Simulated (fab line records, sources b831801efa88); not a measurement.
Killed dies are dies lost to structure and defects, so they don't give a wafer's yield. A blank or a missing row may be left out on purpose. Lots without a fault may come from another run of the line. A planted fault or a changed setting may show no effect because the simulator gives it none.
Which tool did it? | flow gf180mcu | 7 lots, 20 wafers sampled, at 1 step of a route of 602

WHAT THE GAUGES READ, wafer by wafer
GF_MVSD_OVL_MEAS_07.
lot  | measured    | on         | MVSD_OVL (nm)
L256 | day 4 16:32 | overlay-01 | -2.0 -0.6 -0.6
L258 | day 5 03:52 | overlay-01 | -0.2 1.6 -0.3
L260 | day 5 16:25 | overlay-01 | 0.4 0.8 1.0
L263 | day 6 09:13 | overlay-01 | 1.3 -0.8 -1.9
L265 | day 6 19:44 | overlay-02 | -0.1 -0.1 -0.7
L269 | day 7 17:20 | overlay-01 | -0.1 -1.9
L274 | day 9 04:19 | overlay-01 | -0.5 -1.1 -0.8

WHICH TOOL RAN EACH LOT (tool, then ch and the chambers of the sampled wafers, then the start)
The record holds no process step before these readings.

THE ANSWER, worked out from the rows above alone
Rule: what is usual is taken from the lots themselves. Put in order of their means at a reading, lots are off if they are a third of the lots or fewer, leave a main group of 4 or more, and stand apart from it by a gap of 3 or more times the standard deviation of the main group's means; of several such gaps the widest counts. A main group whose means are all the same, to the digits that the tables above print for the reading, isn't used. A lot without any number at a reading at which 4 lots or more have one is off too. The other lots that the step has rows for count as sound.
No lot is off at any reading shown: from this, nothing can be told.

WHAT THE SIMULATOR HAD PUT IN
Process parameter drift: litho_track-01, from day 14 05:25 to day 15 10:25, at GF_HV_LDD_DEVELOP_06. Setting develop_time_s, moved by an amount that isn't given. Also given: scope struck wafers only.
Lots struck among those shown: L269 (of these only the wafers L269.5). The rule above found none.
